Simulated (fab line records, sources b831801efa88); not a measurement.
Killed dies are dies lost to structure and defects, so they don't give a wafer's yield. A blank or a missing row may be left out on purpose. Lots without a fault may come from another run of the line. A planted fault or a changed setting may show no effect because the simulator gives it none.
Which tool did it? | flow sky130 | 15 lots, 45 wafers sampled, at 1 step of a route of 708

WHAT THE GAUGES READ, wafer by wafer
SKY_VIA3_THK_MEAS_01. Usual: VIA3_HDPCVD_THK 1713 nm, standard deviation 18.
lot  | measured     | on            | VIA3_HDPCVD_THK (nm) | flag
L687 | day 40 23:56 | film_metro-02 | 1695 1699 1678       |
L688 | day 41 06:37 | film_metro-04 | 1723 1712 1727       |
L691 | day 42 05:56 | film_metro-04 | 1687 1712 1756       |
L692 | day 42 08:16 | film_metro-04 | 1687 1670 1702       |
L694 | day 42 16:17 | film_metro-02 | 1761 1729 1703       |
L695 | day 43 06:53 | film_metro-01 | 1693 1707 1697       |
L696 | day 43 12:00 | film_metro-04 | 1724 1682 1678       |
L699 | day 44 06:49 | film_metro-04 | 1713 1700 1732       |
L700 | day 44 07:53 | film_metro-04 | 1726 1730 1709       |
L702 | day 44 17:24 | film_metro-04 | 1711 1733 1702       |
L703 | day 45 07:04 | film_metro-01 | 1726 1732 1748       |
L704 | day 45 07:24 | film_metro-02 | 1707 1695 1713       |
L705 | day 46 00:52 | film_metro-01 | 1735 1723 1691       |
L706 | day 46 01:27 | film_metro-01 | 1750 1703 1699       |
L707 | day 46 07:15 | film_metro-04 | 1733 1725 1726       |

WHICH TOOL RAN EACH LOT (tool, then ch and the chambers of the sampled wafers, then the start)
The record holds no process step before these readings.

WHAT THE TOOLS THEMSELVES READ (means of the sampled wafers that have a number; where no wafer has one, the mark that the record gives instead)
The record holds no such reading with a usual standard deviation.

THE ANSWER, worked out from the rows above alone
Rule: a lot is off if the mean of its wafers that have a number lies more than 3 standard deviations from the usual mean. A lot without any number at a reading at which 4 lots or more have one is off too. The other lots that the step has rows for count as sound. The gauges are gone through in route order, then the tools' own readings, and for those a lot's mean is taken as printed above. The first step at which some lot is off is used, and at that step the reading that is off furthest; a lot without a number counts as furthest.
No lot is off at any reading shown: from this, nothing can be told.

WHAT THE SIMULATOR HAD PUT IN
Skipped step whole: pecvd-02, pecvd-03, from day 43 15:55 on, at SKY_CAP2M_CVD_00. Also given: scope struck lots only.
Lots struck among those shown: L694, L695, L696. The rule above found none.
